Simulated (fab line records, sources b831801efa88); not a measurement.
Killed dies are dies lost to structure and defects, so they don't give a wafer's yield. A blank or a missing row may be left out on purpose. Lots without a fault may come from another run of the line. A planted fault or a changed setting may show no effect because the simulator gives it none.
fab line records | flow gf180mcu | part 2 of 2: steps 31 to 42 of 42
record lots=5 wafers=15 last_day=34
route steps=602 shown V1@341 M2@362 V2@382
lots that met no fault: from a run of the same line without faults
start_h: hours from the record's first day to the start of the lot's first wafer shown | wait_h: hours since the lot's step before | " the same as in the row above | L1.1+2: a row that stands for several wafers | - no value, or no start given | * or withheld: withheld | < > ~ a bound
route shown NAME@n: a module of which the file shows steps, and the number in the route of the first | usual: mean/standard deviation of fault-free wafers | same: alike in all rows | chamber/n: place in a boat | sites: the reading at each site | _std_site: their standard deviation | _edge_site: outer sites' mean less inner sites' | radius_mm: how far each site lies from the wafer's centre | mask NAME#n: copy n | behind: the tool/chamber that last shaped the wafer | hold: why the lot was held/for how many hours/how that ended | device: the transistor (n, p or np) that didn't switch | end of line: the same wafers' tests at the end of the route | a step without rows: its recipe alone | killed: dies lost to structure and defects at the first sort, not the wafer's yield | map: a wafer's dies, x killed, . not, _ none there
set.NAME: the setting as run; set.NAME@STEP: as run at that earlier step | model.NAME: the simulator's own value behind a step, which no gauge read
lots at some steps of the route; a table a step, a row a wafer
services: from which hour (start_h, from the record's first day; less than 0 if before it) a tool's chamber was out of use, for how many hours, and why
## steps
# step GF_M2_COAT_09
# recipe resist=KrF spin_rpm=withheld resist_thk_nm=1000
# columns lot.wafer tool chamber start_h wait_h
L076.1+4+6 litho_track-02 0 442.12 0.1
L082.1+2+6 litho_track-02 0 499.87 0.1
L092.1+3+6 litho_track-02 0 581.97 0.1
L093.2+3+6 litho_track-01 0 587.26 0.1
L097.2+5+6 litho_track-01 0 625.76 0.1
# step GF_M2_SOFTBAKE_10
# recipe temp_c=130 time_s=60 resist=KrF
# columns lot.wafer tool chamber start_h wait_h
L076.1+4+6 litho_track-02 0 442.27 0.1
L082.1+2+6 litho_track-02 0 500.02 0.1
L092.1+3+6 litho_track-02 0 582.12 0.1
L093.2+3+6 litho_track-01 0 587.41 0.1
L097.2+5+6 litho_track-01 0 625.91 0.1
# step GF_M2_EXPOSE_11
# recipe mask_id=Metal2 target_cd_nm=280 na=0.68 source_shape=conventional sigma_outer=0.6 dose_mj=28
# columns lot.wafer tool chamber start_h wait_h mask
L076.1+4+6 krf_scanner-01 0 - - Metal2#0
L082.1+2+6 krf_scanner-01 0 - - Metal2#0
L092.1+3+6 krf_scanner-02 0 - - Metal2#0
L093.2+3+6 krf_scanner-02 0 - - Metal2#0
L097.2+5+6 krf_scanner-02 0 - - Metal2#0
# step GF_M2_PEB_12
# recipe peb_temp_c=135 peb_time_s=90 resist=KrF
# same peb_time_s=90
# columns lot.wafer tool chamber start_h wait_h
L076.1+4+6 litho_track-01 0 - -
L082.1+2+6 litho_track-02 0 - -
L092.1+3+6 litho_track-03 0 - -
L093.2+3+6 litho_track-03 0 - -
L097.2+5+6 litho_track-03 0 - -
# step GF_M2_DEVELOP_13
# recipe develop_time_s=60 dev_temp_c=21
# columns lot.wafer tool chamber start_h wait_h
L076.1+4+6 litho_track-01 0 453.84 0.2
L082.1+2+6 litho_track-02 0 511.62 0.2
L092.1+3+6 litho_track-03 0 592.47 0.2
L093.2+3+6 litho_track-03 0 598.25 0.2
L097.2+5+6 litho_track-03 0 635.90 0.2
# step GF_M2_CD_MEAS_14
# recipe target_cd_nm=280
# usual cd_nm=280.0/0.96
# columns lot.wafer tool chamber start_h wait_h cd_nm
L076.1 cd_sem-01 - 453.99 0.1 277.8
L076.4 " - " " 278.9
L076.6 " - " " 279.7
L082.1 cd_sem-01 - 511.77 0.1 280.3
L082.2 " - " " 280.6
L082.6 " - " " 281.1
L092.1 cd_sem-01 - 592.62 0.1 278.2
L092.3 " - " " 279.5
L092.6 " - " " 279.9
L093.2 cd_sem-02 - 598.39 0.1 280.4
L093.3 " - " " 279.7
L093.6 " - " " 279.8
L097.2 cd_sem-02 - 636.04 0.1 279.6
L097.5 " - " " 277.7
L097.6 " - " " 279.1
# step GF_M2_OVL_MEAS_15
# usual M2_OVL=-2/6.2
# columns lot.wafer tool chamber start_h wait_h M2_OVL[nm]
L076.1 overlay-01 - 454.11 0.1 0
L076.4 " - " " 2
L076.6 " - " " -3
L082.1 overlay-01 - 511.89 0.1 2
L082.2 " - " " -5
L082.6 " - " " -10
L092.1 overlay-02 - 592.74 0.1 -11
L092.3 " - " " -3
L092.6 " - " " -7
L093.2 overlay-01 - 598.50 0.1 -6
L093.3 " - " " 2
L093.6 " - " " -12
L097.2 overlay-01 - 636.15 0.1 -9
L097.5 " - " " -8
L097.6 " - " " -11
# step GF_M2_METAL_ETCH_16
# recipe chemistry=Cl2/BCl3 mask_material=KrF target_depth_nm=627.5 stop_on=SiO2 pressure_mtorr=8 icp_w=800 bias_w=140 Cl2_flow_sccm=80 bcl3_flow_sccm=40 time_s=104.6
# usual drypump_motor_current_A=5.9/0.35 oes_product_au=0.973/0.0066 throttle_valve_pct=28.250/0.011
# columns lot.wafer tool chamber start_h wait_h drypump_motor_current_A oes_product_au rf_hours_counter_h throttle_valve_pct
L076.1 rie_metal-02 1 454.15 0.0 6.2 0.968 5.7 28.270
L076.4 " 0 " " 5.5 0.979 - 28.247
L076.6 " 1 " " 6.2 0.971 - 28.262
L082.1 rie_metal-04 1 511.93 0.0 5.6 0.972 1.8 28.236
L082.2 " 0 " " 5.6 0.971 4.4 28.258
L082.6 " 1 " " 5.6 0.966 - 28.265
L092.1 rie_metal-04 1 592.78 0.0 5.6 0.974 4.0 28.249
L092.3 " 1 " " 5.5 0.978 - 28.241
L092.6 " 0 " " 5.6 0.962 - 28.263
L093.2 rie_metal-01 0 598.53 0.0 6.3 0.973 10.8 28.249
L093.3 " 1 " " 6.2 0.961 - 28.254
L093.6 " 0 " " 6.3 0.972 - 28.238
L097.2 rie_metal-04 0 636.18 0.0 5.6 0.976 7.0 28.247
L097.5 " 1 " " 5.6 0.987 - 28.252
L097.6 " 0 " " 5.5 0.979 - 28.246
# step GF_M2_STRIP_17
# recipe chemistry=O2/N2 power_w=1400 pressure_mtorr=1500 platen_temp_c=250 o2_flow_sccm=3000 n2_flow_sccm=300 overash_fraction=0.5
# usual drypump_motor_current_A=5.6/0.37 heater_power_w=331/24 oes_product_au=0.557/0.0046 strip_time_to_endpoint_s=7.86/0.048
# columns lot.wafer tool chamber start_h wait_h drypump_motor_current_A heater_power_w oes_product_au rf_hours_counter_h strip_time_to_endpoint_s
L076.1 plasma_asher-01 1 454.26 0.1 5.8 330 0.556 86 7.88
L076.4 " 1 " " 5.9 325 0.550 - 7.88
L076.6 " 0 " " 5.8 335 0.561 - 7.90
L082.1 plasma_asher-02 1 512.04 0.1 5.0 362 0.556 65 7.92
L082.2 " 0 " " 5.3 324 0.560 65 7.93
L082.6 " 0 " " 5.3 322 0.555 - 7.93
L092.1 plasma_asher-03 1 592.89 0.1 5.8 333 0.567 13 7.89
L092.3 " 1 " " 5.7 337 0.555 - 7.92
L092.6 " 0 " " 6.1 282 0.556 - 7.97
L093.2 plasma_asher-02 1 598.64 0.1 5.0 363 0.555 75 7.82
L093.3 " 0 " " 5.3 309 0.562 - 7.82
L093.6 " 1 " " 5.0 363 0.560 - 7.82
L097.2 plasma_asher-03 1 636.29 0.1 5.8 335 0.555 17 7.89
L097.5 " 1 " " 5.7 323 0.562 - 7.93
L097.6 " 0 " " 6.1 278 0.567 - 7.89
# step GF_M2_STRIP_18
# recipe chemistry=post_etch_residue_remover time_s=1200 temp_c=72.5
# columns lot.wafer tool chamber start_h wait_h
L076.1+4+6 wet_bench-02 1 454.36 0.1
L082.1+2+6 wet_bench-01 3 512.14 0.1
L092.1+3+6 wet_bench-04 3 592.99 0.1
L093.2+3+6 wet_bench-01 1 598.74 0.1
L097.2+5+6 wet_bench-02 1 636.39 0.1
# step GF_M2_CLEAN_19
# recipe chemistry=DIW dry=n2_spin
# columns lot.wafer tool chamber start_h wait_h
L076.1+4+6 wet_bench-01 2 454.70 0.0
L082.1+2+6 wet_bench-04 0 512.48 0.0
L092.1+3+6 wet_bench-02 2 593.33 0.0
L093.2+3+6 wet_bench-02 2 599.11 0.0
L097.2+5+6 wet_bench-01 3 636.76 0.0
# step GF_V2_CVD_00
# recipe material=SiO2 target_thk_nm=600 sigma_open_frac=0.3 temp_c=400 time_s=100 sih4_flow_sccm=60 pressure_mtorr=6
# columns lot.wafer tool chamber start_h wait_h
L076.1+4+6 hdpcvd-01 2,0,2 454.79 0.0
L082.1+2+6 hdpcvd-01 0,1,1 512.57 0.0
L092.1+3+6 hdpcvd-02 1,0,1 593.42 0.0
L093.2+3+6 hdpcvd-02 1,0,1 599.21 0.0
L097.2+5+6 hdpcvd-01 0,1,0 636.86 0.0
## services
# columns tool chamber start_h hours kind
rie_diel-03 - 418.10 14.6 pm
krf_scanner-02 - 428.41 1.3 pm
krf_scanner-02 - 434.83 4.0 pm
rie_diel-03 1 446.52 4.5 repair
krf_scanner-01 - 463.96 3.6 repair
krf_scanner-01 - 475.17 0.8 pm
krf_scanner-01 - 481.89 1.0 pm
rie_diel-03 3 507.05 2.3 repair
rie_diel-03 1 524.85 4.0 repair
krf_scanner-02 - 530.11 1.0 pm
krf_scanner-01 - 531.71 4.4 pm
rie_diel-03 2 532.87 9.1 repair
krf_scanner-01 - 536.08 3.6 pm
pvd_sputter-03 - 539.28 3.2 repair
krf_scanner-02 - 543.99 0.8 pm
krf_scanner-01 - 545.53 1.3 pm
pvd_sputter-02 - 557.02 1.4 repair
pvd_sputter-01 - 600.69 5.3 repair
krf_scanner-02 - 604.31 1.3 pm
pvd_sputter-01 - 609.77 1.6 repair
rie_diel-03 - 610.30 0.6 repair
wet_bench-02 - 610.71 25.6 pm
rie_diel-03 - 613.36 0.7 repair
pvd_sputter-01 - 621.88 10.5 repair
